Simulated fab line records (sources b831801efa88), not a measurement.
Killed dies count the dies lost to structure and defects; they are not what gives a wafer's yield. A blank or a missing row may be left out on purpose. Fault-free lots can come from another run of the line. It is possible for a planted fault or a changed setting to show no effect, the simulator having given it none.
fab line records ; flow gf180mcu ; part 1 of 2: steps 1 to 26 of 35
record lots=5; wafers=15; lastDay=34
route steps=602 shown M3@421 V3@429
lots that met no fault: taken from a fault-free run of the same line
startH: start of the lot's first displayed wafer, in hours after the record's first day ; waitH: hours since the lot's step before ; " as in the row above ; L1.1+2: a row that stands for several wafers ; - no value, or no start was given ; * or withheld: withheld ; < > ~ a bound
route shown NAME@n: a module of which the file shows steps, and the number in the route of the first ; usual: mean/standard deviation of fault-free wafers ; same: alike in all rows ; chamber/n: place in a boat ; sites: per-site readings ; _std_site: the standard deviation of these ; _edge_site: outer sites' mean less inner sites' ; radiusMm: for every site, how far away it sits from the centre of the wafer ; mask NAME#n: copy n ; behind: the last tool/chamber to shape the wafer ; hold: cause of the lot's hold/its duration in hours/its outcome ; device: transistor that didn't switch, given as n, p or np ; end of line: the tests these same wafers got at the end of their route ; for a step that has no rows: nothing shown but its recipe ; killed: not the wafer's yield, but the dies lost to structure and defects at the first sort ; map: shows each die of a wafer: x if killed, . if not, _ if none is there
set.NAME: setting as actually run; set.NAME@STEP: the setting as run at that earlier step ; model.NAME: the simulator's own value behind a step, which no gauge read
lots at some steps of the route; a table a step, a row a wafer
services: from which hour (startH, from the record's first day; less than 0 if before it) a tool's chamber was out of use, for how many hours, and why
## steps
# step GF_M3_PEB_12
# recipe pebTempC=135; pebTimeS=90; resist=KrF
# usual exhaustPa=44.9/0.79
lot.wafer;tool;chamber;startH;waitH;exhaustPa
L077.1;lithoTrack-03;0;-;-;43.9
L077.2;lithoTrack-03;0;-;-;44.5
L077.5;lithoTrack-03;0;-;-;45.7
L076.1;lithoTrack-02;0;-;-;45.0
L076.3;lithoTrack-02;0;-;-;46.4
L076.6;lithoTrack-02;0;-;-;46.7
L091.3;lithoTrack-03;0;-;-;45.1
L091.5;lithoTrack-03;0;-;-;45.3
L091.6;lithoTrack-03;0;-;-;44.7
L094.1;lithoTrack-02;0;-;-;43.8
L094.3;lithoTrack-02;0;-;-;45.1
L094.6;lithoTrack-02;0;-;-;44.4
L097.2;lithoTrack-02;0;-;-;45.5
L097.5;lithoTrack-02;0;-;-;45.1
L097.6;lithoTrack-02;0;-;-;45.1
# step GF_M3_DEVELOP_13
# recipe developTimeS=60; devTempC=21
# usual developerTempC=20.99/0.1; exhaustPa=44.8/0.91
lot.wafer;tool;chamber;startH;waitH;developerTempC;exhaustPa
L077.1;lithoTrack-03;0;522.23;0.2;20.85;45.0
L077.2;lithoTrack-03;0;522.23;0.2;20.78;45.8
L077.5;lithoTrack-03;0;522.23;0.2;20.92;45.9
L076.1;lithoTrack-02;0;522.90;0.2;21.00;44.1
L076.3;lithoTrack-02;0;522.90;0.2;21.17;44.7
L076.6;lithoTrack-02;0;522.90;0.2;20.89;44.5
L091.3;lithoTrack-03;0;625.43;0.1;21.01;44.0
L091.5;lithoTrack-03;0;625.43;0.1;21.05;44.7
L091.6;lithoTrack-03;0;625.43;0.1;21.06;44.6
L094.1;lithoTrack-02;0;649.70;0.2;20.94;43.9
L094.3;lithoTrack-02;0;649.70;0.2;21.03;45.0
L094.6;lithoTrack-02;0;649.70;0.2;21.10;44.4
L097.2;lithoTrack-02;0;668.12;0.2;20.86;43.5
L097.5;lithoTrack-02;0;668.12;0.2;20.92;43.0
L097.6;lithoTrack-02;0;668.12;0.2;20.98;43.4
# step GF_M3_CD_MEAS_14
# recipe targetCdNm=280
# usual cdNm=280.2/1.1
lot.wafer;tool;chamber;startH;waitH;cdNm
L077.1;cdSem-01;-;522.38;0.1;280.4
L077.2;cdSem-01;-;522.38;0.1;281.0
L077.5;cdSem-01;-;522.38;0.1;280.0
L076.1;cdSem-01;-;523.05;0.1;278.3
L076.3;cdSem-01;-;523.05;0.1;280.6
L076.6;cdSem-01;-;523.05;0.1;279.5
L091.3;cdSem-01;-;625.57;0.1;280.9
L091.5;cdSem-01;-;625.57;0.1;280.5
L091.6;cdSem-01;-;625.57;0.1;280.6
L094.1;cdSem-01;-;649.85;0.1;280.3
L094.3;cdSem-01;-;649.85;0.1;279.4
L094.6;cdSem-01;-;649.85;0.1;281.2
L097.2;cdSem-02;-;668.27;0.1;278.7
L097.5;cdSem-02;-;668.27;0.1;278.2
L097.6;cdSem-02;-;668.27;0.1;278.5
# step GF_M3_OVL_MEAS_15
# usual M3_OVL=0/4.9
lot.wafer;tool;chamber;startH;waitH;M3_OVL[nm]
L077.1;overlay-01;-;522.50;0.1;-7
L077.2;overlay-01;-;522.50;0.1;-7
L077.5;overlay-01;-;522.50;0.1;-9
L076.1;overlay-02;-;523.17;0.1;-2
L076.3;overlay-02;-;523.17;0.1;0
L076.6;overlay-02;-;523.17;0.1;-5
L091.3;overlay-01;-;625.66;0.1;4
L091.5;overlay-01;-;625.66;0.1;4
L091.6;overlay-01;-;625.66;0.1;12
L094.1;overlay-02;-;649.97;0.1;3
L094.3;overlay-02;-;649.97;0.1;4
L094.6;overlay-02;-;649.97;0.1;-4
L097.2;overlay-01;-;668.37;0.1;4
L097.5;overlay-01;-;668.37;0.1;1
L097.6;overlay-01;-;668.37;0.1;1
# step GF_M3_METAL_ETCH_16
# recipe chemistry=Cl2/BCl3; maskMaterial=KrF; targetDepthNm=627.5; stopOn=SiO2; pressureMtorr=8; icpW=800; biasW=140; Cl2_flow_sccm=80; bcl3FlowSccm=40; timeS=104.6
# usual drypumpMotorCurrentA=5.66/0.2; oesProductAu=0.969/0.0073; throttleValvePct=28.253/0.0098
# same timeS=104.6
lot.wafer;tool;chamber;startH;waitH;drypumpMotorCurrentA;oesProductAu;rfHoursCounterH;throttleValvePct
L077.1;rieMetal-01;0;522.54;0.0;5.93;0.968;3.4;28.241
L077.2;rieMetal-01;1;522.54;0.0;5.63;0.971;7.4;28.259
L077.5;rieMetal-01;0;522.54;0.0;5.94;0.965;-;28.255
L076.1;rieMetal-04;0;523.21;0.0;5.74;0.964;3.2;28.252
L076.3;rieMetal-04;1;523.21;0.0;5.32;0.962;-;28.254
L076.6;rieMetal-04;1;523.21;0.0;5.32;0.966;-;28.256
L091.3;rieMetal-04;1;625.73;0.1;5.31;0.972;-;28.266
L091.5;rieMetal-04;0;625.73;0.1;5.73;0.978;-;28.243
L091.6;rieMetal-04;1;625.73;0.1;5.33;0.975;-;28.263
L094.1;rieMetal-02;1;650.00;0.0;5.64;0.969;4.2;28.241
L094.3;rieMetal-02;0;650.00;0.0;5.81;0.967;-;28.255
L094.6;rieMetal-02;1;650.00;0.0;5.62;0.965;-;28.241
L097.2;rieMetal-01;1;668.40;0.0;5.64;0.961;11.6;28.265
L097.5;rieMetal-01;0;668.40;0.0;5.98;0.971;-;28.245
L097.6;rieMetal-01;1;668.40;0.0;5.65;0.963;-;28.268
# step GF_M3_STRIP_17
# recipe chemistry=O2/N2; powerW=1400; pressureMtorr=1500; platenTempC=250; o2FlowSccm=3000; n2FlowSccm=300; overashFraction=0.5
# usual drypumpMotorCurrentA=5.6/0.46; heaterPowerW=358/22; oesProductAu=0.557/0.005; stripTimeToEndpointS=7.86/0.059
# same overashFraction=0.5
lot.wafer;tool;chamber;startH;waitH;drypumpMotorCurrentA;heaterPowerW;oesProductAu;rfHoursCounterH;stripTimeToEndpointS
L077.1;plasmaAsher-04;0;522.65;0.1;4.8;332;0.558;76;7.85
L077.2;plasmaAsher-04;1;522.65;0.1;5.7;406;0.554;76;7.87
L077.5;plasmaAsher-04;0;522.65;0.1;4.8;337;0.558;-;7.82
L076.1;plasmaAsher-04;0;523.32;0.1;4.8;339;0.557;76;7.81
L076.3;plasmaAsher-04;0;523.32;0.1;4.8;323;0.569;-;7.84
L076.6;plasmaAsher-04;0;523.32;0.1;4.8;336;0.553;-;7.85
L091.3;plasmaAsher-03;0;625.83;0.1;5.8;347;0.557;-;7.85
L091.5;plasmaAsher-03;1;625.83;0.1;5.9;341;0.552;-;7.84
L091.6;plasmaAsher-03;0;625.83;0.1;5.8;345;0.559;-;7.86
L094.1;plasmaAsher-03;0;650.12;0.1;5.7;343;0.555;54;7.85
L094.3;plasmaAsher-03;0;650.12;0.1;5.7;340;0.555;-;7.93
L094.6;plasmaAsher-03;0;650.12;0.1;5.8;349;0.561;-;7.84
L097.2;plasmaAsher-03;1;668.52;0.1;5.9;349;0.564;56;7.87
L097.5;plasmaAsher-03;1;668.52;0.1;5.9;350;0.560;-;7.84
L097.6;plasmaAsher-03;0;668.52;0.1;5.8;342;0.552;-;7.86
# step GF_M3_STRIP_18
# recipe chemistry=postEtchResidueRemover; timeS=1200; tempC=72.5
# usual bathHeatDutyPct=14.3/1
# same timeS=1200
lot.wafer;tool;chamber;startH;waitH;bathHeatDutyPct
L077.1;wetBench-03;1;522.75;0.1;14.6
L077.2;wetBench-03;1;522.75;0.1;15.2
L077.5;wetBench-03;1;522.75;0.1;15.0
L076.1;wetBench-03;3;523.42;0.1;13.3
L076.3;wetBench-03;3;523.42;0.1;14.2
L076.6;wetBench-03;3;523.42;0.1;13.7
L091.3;wetBench-02;1;625.90;0.0;14.8
L091.5;wetBench-02;1;625.90;0.0;13.9
L091.6;wetBench-02;1;625.90;0.0;14.1
L094.1;wetBench-03;2;650.22;0.1;14.6
L094.3;wetBench-03;2;650.22;0.1;15.9
L094.6;wetBench-03;2;650.22;0.1;15.6
L097.2;wetBench-04;2;668.62;0.1;16.2
L097.5;wetBench-04;2;668.62;0.1;15.3
L097.6;wetBench-04;2;668.62;0.1;13.9
# step GF_M3_CLEAN_19
# recipe chemistry=DIW; dry=n2Spin
lot.wafer;tool;chamber;startH;waitH
L077.1+2+5;wetBench-04;0;523.09;0.0
L076.1+3+6;wetBench-04;3;523.76;0.0
L091.3+5+6;wetBench-03;0;626.27;0.0
L094.1+3+6;wetBench-02;2;650.56;0.0
L097.2+5+6;wetBench-02;2;668.99;0.0
# step GF_V3_CVD_00
# recipe material=SiO2; targetThkNm=600; sigmaOpenFrac=0.3; tempC=400; timeS=100; sih4FlowSccm=60; pressureMtorr=6
# same timeS=100
lot.wafer;tool;chamber;startH;waitH
L077.1+2+5;hdpcvd-02;0,1,1;523.19;0.0
L076.1+3+6;hdpcvd-01;0,2,0;523.85;0.0
L091.3+5+6;hdpcvd-01;2,0,2;626.37;0.0
L094.1+3+6;hdpcvd-01;1,2,0;650.65;0.0
L097.2+5+6;hdpcvd-01;0,0,2;669.09;0.0
# step GF_V3_THK_MEAS_01
# recipe reads=SiO2_of_V3_CVD_00
# usual V3_CVD_00_THK=599/6.6
lot.wafer;tool;chamber;startH;waitH;V3_CVD_00_THK[nm]
L077.1;filmMetro-03;-;523.29;0.1;585
L077.2;filmMetro-03;-;523.29;0.1;596
L077.5;filmMetro-03;-;523.29;0.1;589
L076.1;filmMetro-02;-;523.92;0.0;598
L076.3;filmMetro-02;-;523.92;0.0;603
L076.6;filmMetro-02;-;523.92;0.0;593
L091.3;filmMetro-03;-;626.46;0.1;611
L091.5;filmMetro-03;-;626.46;0.1;595
L091.6;filmMetro-03;-;626.46;0.1;604
L094.1;filmMetro-01;-;650.72;0.0;600
L094.3;filmMetro-01;-;650.72;0.0;606
L094.6;filmMetro-01;-;650.72;0.0;594
L097.2;filmMetro-03;-;669.17;0.0;597
L097.5;filmMetro-03;-;669.17;0.0;604
L097.6;filmMetro-03;-;669.17;0.0;608
# step GF_V3_CVD_02
# recipe material=SiO2; targetThkNm=850; precursor=TEOS; tempC=400; timeS=94.851; rfW=600
# usual heaterPowerW=645/120
# same timeS=94.851
lot.wafer;tool;chamber;startH;waitH;heaterPowerW
L077.1;pecvd-04;1;523.35;0.1;666
L077.2;pecvd-04;2;523.35;0.1;829
L077.5;pecvd-04;1;523.35;0.1;711
L076.1;pecvd-03;2;523.98;0.1;639
L076.3;pecvd-03;0;523.98;0.1;654
L076.6;pecvd-03;2;523.98;0.1;673
L091.3;pecvd-04;1;626.50;0.0;698
L091.5;pecvd-04;2;626.50;0.0;1009
L091.6;pecvd-04;1;626.50;0.0;569
L094.1;pecvd-01;1;650.78;0.1;466
L094.3;pecvd-01;0;650.78;0.1;614
L094.6;pecvd-01;1;650.78;0.1;500
L097.2;pecvd-04;0;669.22;0.0;629
L097.5;pecvd-04;1;669.22;0.0;606
L097.6;pecvd-04;0;669.22;0.0;681
# step GF_V3_THK_MEAS_03
# recipe reads=SiO2_of_V3_CVD_02
# usual V3_CVD_02_THK=854/10
lot.wafer;tool;chamber;startH;waitH;V3_CVD_02_THK[nm]
L077.1;filmMetro-02;-;523.42;0.0;852
L077.2;filmMetro-02;-;523.42;0.0;849
L077.5;filmMetro-02;-;523.42;0.0;857
L076.1;filmMetro-01;-;524.05;0.0;846
L076.3;filmMetro-01;-;524.05;0.0;853
L076.6;filmMetro-01;-;524.05;0.0;862
L091.3;filmMetro-02;-;626.59;0.1;848
L091.5;filmMetro-02;-;626.59;0.1;861
L091.6;filmMetro-02;-;626.59;0.1;869
L094.1;filmMetro-02;-;650.85;0.0;848
L094.3;filmMetro-02;-;650.85;0.0;847
L094.6;filmMetro-02;-;650.85;0.0;861
L097.2;filmMetro-01;-;669.30;0.0;842
L097.5;filmMetro-01;-;669.30;0.0;852
L097.6;filmMetro-01;-;669.30;0.0;853
# step GF_V3_CMP_04
# recipe material=SiO2; downForcePsi=4; platenRpm=60; padVelocityMS=0.94248
# usual headPressurePsi=4.000/0.0093; motorCurrentA=11.6/0.59; timeToEndpointS=82/5
lot.wafer;tool;chamber;startH;waitH;headPressurePsi;motorCurrentA;timeToEndpointS
L077.1;cmp-01;3;523.48;0.1;4.008;12.4;81
L077.2;cmp-01;2;523.48;0.1;4.005;12.3;80
L077.5;cmp-01;0;523.48;0.1;3.996;12.7;89
L076.1;cmp-02;2;524.11;0.1;4.001;11.4;75
L076.3;cmp-02;0;524.11;0.1;4.009;11.6;84
L076.6;cmp-02;3;524.11;0.1;4.007;11.0;80
L091.3;cmp-02;3;626.68;0.1;3.992;11.8;75
L091.6;cmp-02;2;626.68;0.1;3.988;11.9;87
L091.5;cmp-02;3;626.68;0.1;3.984;11.6;83
L094.1;cmp-01;1;650.96;0.1;3.996;10.1;79
L094.3;cmp-01;2;650.96;0.1;3.995;11.3;74
L094.6;cmp-01;1;650.96;0.1;4.006;10.8;86
L097.2;cmp-02;0;669.55;0.2;4.008;10.9;82
L097.5;cmp-02;1;669.55;0.2;3.993;11.2;83
L097.6;cmp-02;2;669.55;0.2;3.991;11.7;77
# step GF_V3_BOW_MEAS_05
# recipe mode=bow
# usual V3_BOW=117/7.1
lot.wafer;tool;chamber;startH;waitH;V3_BOW[um]
L077.1;filmMetro-03;-;523.78;0.2;125
L077.2;filmMetro-03;-;523.78;0.2;124
L077.5;filmMetro-03;-;523.78;0.2;129
L076.1;filmMetro-02;-;524.41;0.2;123
L076.3;filmMetro-02;-;524.41;0.2;117
L076.6;filmMetro-02;-;524.41;0.2;104
L091.3;filmMetro-01;-;626.97;0.2;118
L091.5;filmMetro-01;-;626.97;0.2;125
L091.6;filmMetro-01;-;626.97;0.2;115
L094.1;filmMetro-02;-;651.21;0.2;119
L094.3;filmMetro-02;-;651.21;0.2;112
L094.6;filmMetro-02;-;651.21;0.2;118
L097.2;filmMetro-03;-;669.72;0.1;98
L097.5;filmMetro-03;-;669.72;0.1;120
L097.6;filmMetro-03;-;669.72;0.1;117
# step GF_V3_DEHYDRATE_06
# recipe tempC=200; timeS=60
# usual exhaustPa=45.2/0.76
# same timeS=60
lot.wafer;tool;chamber;startH;waitH;exhaustPa
L077.1;lithoTrack-03;0;534.73;10.9;44.4
L077.2;lithoTrack-03;0;534.73;10.9;46.3
L077.5;lithoTrack-03;0;534.73;10.9;45.0
L076.1;lithoTrack-01;0;535.47;11.0;44.4
L076.3;lithoTrack-01;0;535.47;11.0;44.9
L076.6;lithoTrack-01;0;535.47;11.0;45.4
L091.3;lithoTrack-02;0;636.60;9.6;46.1
L091.5;lithoTrack-02;0;636.60;9.6;45.3
L091.6;lithoTrack-02;0;636.60;9.6;45.1
L094.1;lithoTrack-02;0;660.20;9.0;45.2
L094.3;lithoTrack-02;0;660.20;9.0;45.2
L094.6;lithoTrack-02;0;660.20;9.0;44.5
L097.2;lithoTrack-02;0;679.07;9.3;44.1
L097.5;lithoTrack-02;0;679.07;9.3;45.0
L097.6;lithoTrack-02;0;679.07;9.3;45.0
# step GF_V3_HMDS_07
# recipe primeTimeS=60; primeTempC=120
# usual exhaustPa=45.2/0.99
# same primeTimeS=60
lot.wafer;tool;chamber;startH;waitH;exhaustPa
L077.1;lithoTrack-03;0;534.88;0.1;45.4
L077.2;lithoTrack-03;0;534.88;0.1;44.8
L077.5;lithoTrack-03;0;534.88;0.1;44.5
L076.1;lithoTrack-01;0;535.62;0.1;46.3
L076.3;lithoTrack-01;0;535.62;0.1;46.3
L076.6;lithoTrack-01;0;535.62;0.1;46.8
L091.3;lithoTrack-02;0;636.75;0.1;45.7
L091.5;lithoTrack-02;0;636.75;0.1;46.4
L091.6;lithoTrack-02;0;636.75;0.1;44.9
L094.1;lithoTrack-02;0;660.35;0.1;45.6
L094.3;lithoTrack-02;0;660.35;0.1;45.2
L094.6;lithoTrack-02;0;660.35;0.1;44.9
L097.2;lithoTrack-02;0;679.22;0.1;46.2
L097.5;lithoTrack-02;0;679.22;0.1;44.8
L097.6;lithoTrack-02;0;679.22;0.1;45.6
# step GF_V3_COAT_08
# recipe resist=BARC; tempC=withheld; timeS=withheld; spinRpm=withheld; resistThkNm=withheld
# usual exhaustPa=44.9/0.89
lot.wafer;tool;chamber;startH;waitH;exhaustPa
L077.1;lithoTrack-03;0;535.03;0.1;44.8
L077.2;lithoTrack-03;0;535.03;0.1;45.2
L077.5;lithoTrack-03;0;535.03;0.1;46.2
L076.1;lithoTrack-01;0;535.77;0.1;43.8
L076.3;lithoTrack-01;0;535.77;0.1;45.2
L076.6;lithoTrack-01;0;535.77;0.1;45.2
L091.3;lithoTrack-02;0;636.90;0.1;45.5
L091.5;lithoTrack-02;0;636.90;0.1;44.0
L091.6;lithoTrack-02;0;636.90;0.1;44.8
L094.1;lithoTrack-02;0;660.50;0.1;46.5
L094.3;lithoTrack-02;0;660.50;0.1;44.7
L094.6;lithoTrack-02;0;660.50;0.1;45.0
L097.2;lithoTrack-02;0;679.37;0.1;45.8
L097.5;lithoTrack-02;0;679.37;0.1;45.8
L097.6;lithoTrack-02;0;679.37;0.1;45.3
# step GF_V3_COAT_09
# recipe resist=KrF; spinRpm=withheld; resistThkNm=1000
# usual exhaustPa=45.3/0.83
lot.wafer;tool;chamber;startH;waitH;exhaustPa
L077.1;lithoTrack-03;0;-;-;44.9
L077.2;lithoTrack-03;0;-;-;44.5
L077.5;lithoTrack-03;0;-;-;45.0
L076.1;lithoTrack-01;0;-;-;44.5
L076.3;lithoTrack-01;0;-;-;44.6
L076.6;lithoTrack-01;0;-;-;46.4
L091.3;lithoTrack-02;0;-;-;43.6
L091.5;lithoTrack-02;0;-;-;45.6
L091.6;lithoTrack-02;0;-;-;44.8
L094.1;lithoTrack-02;0;-;-;45.3
L094.3;lithoTrack-02;0;-;-;45.4
L094.6;lithoTrack-02;0;-;-;44.4
L097.2;lithoTrack-02;0;-;-;46.6
L097.5;lithoTrack-02;0;-;-;45.7
L097.6;lithoTrack-02;0;-;-;46.0
# step GF_V3_SOFTBAKE_10
# recipe tempC=130; timeS=60; resist=KrF
# usual exhaustPa=45.2/0.84
# same timeS=60
lot.wafer;tool;chamber;startH;waitH;exhaustPa
L077.1;lithoTrack-03;0;-;-;46.1
L077.2;lithoTrack-03;0;-;-;46.4
L077.5;lithoTrack-03;0;-;-;46.2
L076.1;lithoTrack-01;0;-;-;45.7
L076.3;lithoTrack-01;0;-;-;44.7
L076.6;lithoTrack-01;0;-;-;46.5
L091.3;lithoTrack-02;0;-;-;43.3
L091.5;lithoTrack-02;0;-;-;45.0
L091.6;lithoTrack-02;0;-;-;45.0
L094.1;lithoTrack-02;0;-;-;45.4
L094.3;lithoTrack-02;0;-;-;47.0
L094.6;lithoTrack-02;0;-;-;47.1
L097.2;lithoTrack-02;0;-;-;44.8
L097.5;lithoTrack-02;0;-;-;45.5
L097.6;lithoTrack-02;0;-;-;45.9
# step GF_V3_EXPOSE_11
# recipe maskId=Via3; targetCdNm=260; na=0.68; sourceShape=conventional; sigmaOuter=0.6; doseMj=38
# same na=0.68
lot.wafer;tool;chamber;startH;waitH;mask
L077.1+2+5;krfScanner-02;0;-;-;Via3#0
L076.1+3+6;krfScanner-01;0;-;-;Via3#0
L091.3+5+6;krfScanner-01;0;-;-;Via3#0
L094.1+3+6;krfScanner-02;0;-;-;Via3#0
L097.2+5+6;krfScanner-01;0;-;-;Via3#0
# step GF_V3_PEB_12
# recipe pebTempC=135; pebTimeS=90; resist=KrF
# usual exhaustPa=45.1/0.82
lot.wafer;tool;chamber;startH;waitH;exhaustPa
L077.1;lithoTrack-01;0;-;-;45.7
L077.2;lithoTrack-01;0;-;-;44.4
L077.5;lithoTrack-01;0;-;-;44.8
L076.1;lithoTrack-03;0;-;-;45.8
L076.3;lithoTrack-03;0;-;-;43.7
L076.6;lithoTrack-03;0;-;-;45.5
L091.3;lithoTrack-02;0;-;-;46.7
L091.5;lithoTrack-02;0;-;-;45.0
L091.6;lithoTrack-02;0;-;-;45.7
L094.1;lithoTrack-01;0;-;-;45.7
L094.3;lithoTrack-01;0;-;-;45.6
L094.6;lithoTrack-01;0;-;-;43.8
L097.2;lithoTrack-02;0;-;-;45.8
L097.5;lithoTrack-02;0;-;-;45.9
L097.6;lithoTrack-02;0;-;-;45.1
# step GF_V3_DEVELOP_13
# recipe developTimeS=60; resist=KrF; devTempC=21
# usual developerTempC=21.00/0.11; exhaustPa=45.0/0.79
lot.wafer;tool;chamber;startH;waitH;developerTempC;exhaustPa
L077.1;lithoTrack-01;0;546.82;0.2;20.83;43.7
L077.2;lithoTrack-01;0;546.82;0.2;21.06;44.8
L077.5;lithoTrack-01;0;546.82;0.2;21.02;44.9
L076.1;lithoTrack-03;0;546.93;0.2;21.07;45.6
L076.3;lithoTrack-03;0;546.93;0.2;20.88;45.8
L076.6;lithoTrack-03;0;546.93;0.2;21.02;44.8
L091.3;lithoTrack-02;0;646.75;0.1;20.85;43.8
L091.5;lithoTrack-02;0;646.75;0.1;21.14;43.9
L091.6;lithoTrack-02;0;646.75;0.1;20.92;44.2
L094.1;lithoTrack-01;0;670.27;0.2;21.03;46.0
L094.3;lithoTrack-01;0;670.27;0.2;21.12;44.2
L094.6;lithoTrack-01;0;670.27;0.2;21.10;45.8
L097.2;lithoTrack-02;0;688.67;0.2;21.16;46.1
L097.5;lithoTrack-02;0;688.67;0.2;21.12;44.7
L097.6;lithoTrack-02;0;688.67;0.2;21.01;44.5
# step GF_V3_CD_MEAS_14
# recipe targetCdNm=260
# usual cdNm=260.1/1.3
lot.wafer;tool;chamber;startH;waitH;cdNm
L077.1;cdSem-02;-;546.97;0.1;260.1
L077.2;cdSem-02;-;546.97;0.1;259.2
L077.5;cdSem-02;-;546.97;0.1;260.1
L076.1;cdSem-01;-;547.08;0.1;261.4
L076.3;cdSem-01;-;547.08;0.1;262.1
L076.6;cdSem-01;-;547.08;0.1;261.1
L091.3;cdSem-01;-;646.89;0.1;263.1
L091.5;cdSem-01;-;646.89;0.1;262.4
L091.6;cdSem-01;-;646.89;0.1;262.5
L094.1;cdSem-02;-;670.42;0.1;261.5
L094.3;cdSem-02;-;670.42;0.1;261.9
L094.6;cdSem-02;-;670.42;0.1;260.2
L097.2;cdSem-01;-;688.82;0.1;258.7
L097.5;cdSem-01;-;688.82;0.1;259.1
L097.6;cdSem-01;-;688.82;0.1;260.0
# step GF_V3_OVL_MEAS_15
# usual V3_OVL=3/5.2
lot.wafer;tool;chamber;startH;waitH;V3_OVL[nm]
L077.1;overlay-02;-;547.09;0.1;4
L077.2;overlay-02;-;547.09;0.1;1
L077.5;overlay-02;-;547.09;0.1;-2
L076.1;overlay-01;-;547.20;0.1;-6
L076.3;overlay-01;-;547.20;0.1;-1
L076.6;overlay-01;-;547.20;0.1;-5
L091.3;overlay-02;-;646.98;0.1;11
L091.5;overlay-02;-;646.98;0.1;9
L091.6;overlay-02;-;646.98;0.1;14
L094.1;overlay-01;-;670.54;0.1;15
L094.3;overlay-01;-;670.54;0.1;6
L094.6;overlay-01;-;670.54;0.1;15
L097.2;overlay-01;-;688.92;0.1;5
L097.5;overlay-01;-;688.92;0.1;1
L097.6;overlay-01;-;688.92;0.1;7
# step GF_V3_ETCH_16
# recipe chemistry=N2/H2; targetDepthA=withheld; overetchA=withheld; timeS=withheld; target=BARC; ionEnergyEv=200; sourceW=500; biasW=100; pressureMtorr=30; n2FlowSccm=100; h2FlowSccm=200
# usual drypumpMotorCurrentA=5.6/0.32; oesProductAu=0.854/0.0049; throttleValvePct=13.225/0.011
lot.wafer;tool;chamber;startH;waitH;drypumpMotorCurrentA;oesProductAu;throttleValvePct
L077.1;rieDiel-01;3;547.13;0.0;5.8;0.854;13.223
L077.2;rieDiel-01;1;547.13;0.0;5.0;0.860;13.225
L077.5;rieDiel-01;3;547.13;0.0;5.8;0.861;13.201
L076.1;rieDiel-02;1;547.24;0.0;5.6;0.853;13.240
L076.3;rieDiel-02;2;547.24;0.0;5.9;0.848;13.225
L076.6;rieDiel-02;1;547.24;0.0;5.7;0.860;13.212
L091.3;rieDiel-02;1;647.00;0.0;5.7;0.858;13.219
L091.5;rieDiel-02;2;647.00;0.0;5.9;0.852;13.247
L091.6;rieDiel-02;3;647.00;0.0;5.3;0.855;13.235
L094.1;rieDiel-03;1;670.58;0.0;5.4;0.852;13.235
L094.3;rieDiel-03;3;670.58;0.0;5.4;0.852;13.211
L094.6;rieDiel-03;3;670.58;0.0;5.4;0.843;13.248
L097.2;rieDiel-02;2;688.95;0.0;5.9;0.852;13.227
L097.5;rieDiel-02;2;688.95;0.0;5.9;0.848;13.220
L097.6;rieDiel-02;1;688.95;0.0;5.7;0.853;13.223
# step GF_V3_ETCH_17
# recipe chemistry=C4F8/O2/Ar; maskMaterial=KrF; target=SiO2; stopOn=TiN; sourceW=1500; biasW=1200; pressureMtorr=40; c4f8FlowSccm=withheld; O2_flow_sccm=6; Ar_flow_sccm=300; timeS=withheld; targetDepthA=6350
# usual oesProductAu=0.856/0.0055
lot.wafer;tool;chamber;startH;waitH;oesProductAu
L077.1;rieDiel-01;3;-;-;0.857
L077.2;rieDiel-01;1;-;-;0.858
L077.5;rieDiel-01;3;-;-;0.855
L076.1;rieDiel-02;1;-;-;0.857
L076.3;rieDiel-02;2;-;-;0.864
L076.6;rieDiel-02;1;-;-;0.850
L091.3;rieDiel-02;1;-;-;0.859
L091.5;rieDiel-02;2;-;-;0.849
L091.6;rieDiel-02;3;-;-;0.856
L094.1;rieDiel-03;1;-;-;0.855
L094.3;rieDiel-03;3;-;-;0.861
L094.6;rieDiel-03;3;-;-;0.851
L097.2;rieDiel-02;2;-;-;0.860
L097.5;rieDiel-02;2;-;-;0.858
L097.6;rieDiel-02;1;-;-;0.857
